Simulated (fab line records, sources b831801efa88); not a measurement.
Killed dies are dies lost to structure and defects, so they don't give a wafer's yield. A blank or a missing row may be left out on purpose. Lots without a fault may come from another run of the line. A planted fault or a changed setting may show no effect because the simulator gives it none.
Which tool did it? | flow gf180mcu | 13 lots, 39 wafers sampled, at 3 steps of a route of 602

WHAT THE GAUGES READ, wafer by wafer
GF_TOP_METAL_RS_MEAS_05: measures by four-point-probe.
lot  | measured     | on            | TOP_METAL_ALCU_RS (ohm/sq)
L805 | day 27 04:38 | film_metro-03 | 0.0326 0.0327 0.0327
L807 | day 28 00:02 | film_metro-03 | 0.0327 0.0332 0.0327
L808 | day 28 02:58 | film_metro-03 | 0.0329 0.0330 0.0332
L809 | day 28 13:17 | film_metro-03 | 0.0323 0.0325 0.0328
L810 | day 28 22:48 | film_metro-03 | 0.0333 0.0335 0.0329
L811 | day 29 01:36 | film_metro-02 | 0.0331 0.0330 0.0332
L812 | day 29 09:29 | film_metro-04 | 0.0325 0.0330 0.0325
L813 | day 29 22:00 | film_metro-04 | 0.0330 0.0330 0.0332
L824 | day 32 16:32 | film_metro-03 | 0.0330 0.0332 0.0330
L825 | day 32 22:27 | film_metro-03 | 0.0331 0.0325 0.0329
L826 | day 33 02:34 | film_metro-03 | 0.0327 0.0330 0.0329
L828 | day 33 11:28 | film_metro-04 | 0.0330 0.0327 0.0333
L827 | day 33 13:10 | film_metro-03 | 0.0327 0.0329 0.0331

WHICH TOOL RAN EACH LOT (tool, then ch and the chambers of the sampled wafers, then the start)
lot  | GF_SALICIDE_SPUTTER_03       | GF_TOP_METAL_SPUTTER_00
L805 | pvd_sputter-03, day 15 02:01 | pvd_sputter-03, day 27 04:22
L807 | pvd_sputter-03, day 15 21:34 | pvd_sputter-03, day 27 23:47
L808 | pvd_sputter-01, day 16 02:20 | pvd_sputter-01, day 28 02:43
L809 | pvd_sputter-03, day 16 13:52 | pvd_sputter-03, day 28 13:02
L810 | pvd_sputter-01, day 16 23:18 | pvd_sputter-02, day 28 22:33
L811 | pvd_sputter-01, day 17 04:59 | pvd_sputter-01, day 29 01:22
L812 | pvd_sputter-01, day 17 15:24 | pvd_sputter-03, day 29 09:14
L813 | pvd_sputter-01, day 18 04:42 | pvd_sputter-03, day 29 21:44
L824 | pvd_sputter-01, day 21 21:25 | pvd_sputter-02, day 32 16:17
L825 | pvd_sputter-01, day 22 08:12 | pvd_sputter-02, day 32 22:13
L826 | pvd_sputter-02, day 22 13:52 | pvd_sputter-03, day 33 02:21
L828 | pvd_sputter-01, day 23 02:17 | pvd_sputter-02, day 33 11:15
L827 | pvd_sputter-01, day 23 06:58 | pvd_sputter-02, day 33 12:56
- GF_SALICIDE_SPUTTER_03: material TiN, target thk 20 nm, time 16.7 s.
- GF_TOP_METAL_SPUTTER_00: material Ti, target thk 37.5 nm, time 150 s.

WHAT THE TOOLS THEMSELVES READ (means of the sampled wafers that have a number; where no wafer has one, the mark that the record gives instead)
GF_SALICIDE_SPUTTER_03.
lot  | tool           | throttle_valve_pct (%)
L805 | pvd_sputter-03 | 29.6
L807 | pvd_sputter-03 | 30.0
L808 | pvd_sputter-01 | 30.1
L809 | pvd_sputter-03 | 29.9
L810 | pvd_sputter-01 | 30.4
L811 | pvd_sputter-01 | 30.7
L812 | pvd_sputter-01 | 30.3
L813 | pvd_sputter-01 | 30.4
L824 | pvd_sputter-01 | 30.3
L825 | pvd_sputter-01 | 30.3
L826 | pvd_sputter-02 | 28.8
L828 | pvd_sputter-01 | 30.8
L827 | pvd_sputter-01 | 30.1

GF_TOP_METAL_SPUTTER_00.
lot  | tool           | throttle_valve_pct (%)
L805 | pvd_sputter-03 | 29.9
L807 | pvd_sputter-03 | 29.5
L808 | pvd_sputter-01 | 30.6
L809 | pvd_sputter-03 | 29.8
L810 | pvd_sputter-02 | 29.3
L811 | pvd_sputter-01 | 31.0
L812 | pvd_sputter-03 | 29.9
L813 | pvd_sputter-03 | 30.0
L824 | pvd_sputter-02 | 30.7
L825 | pvd_sputter-02 | 29.7
L826 | pvd_sputter-03 | 30.2
L828 | pvd_sputter-02 | 29.2
L827 | pvd_sputter-02 | 29.9

THE ANSWER, worked out from the rows above alone
Rule: what is usual is taken from the lots themselves. Put in order of their means at a reading, lots are off if they are a third of the lots or fewer, leave a main group of 4 or more, and stand apart from it by a gap of 3 or more times the standard deviation of the main group's means; of several such gaps the widest counts. A main group whose means are all the same, to the digits that the tables above print for the reading, isn't used. A lot without any number at a reading at which 4 lots or more have one is off too. The other lots that the step has rows for count as sound. The gauges are gone through in route order, then the tools' own readings, and for those a lot's mean is taken as printed above. The first step at which some lot is off is used, and at that step the reading that is off furthest; a lot without a number counts as furthest.
No lot is off at any reading shown: from this, nothing can be told.

WHAT THE SIMULATOR HAD PUT IN
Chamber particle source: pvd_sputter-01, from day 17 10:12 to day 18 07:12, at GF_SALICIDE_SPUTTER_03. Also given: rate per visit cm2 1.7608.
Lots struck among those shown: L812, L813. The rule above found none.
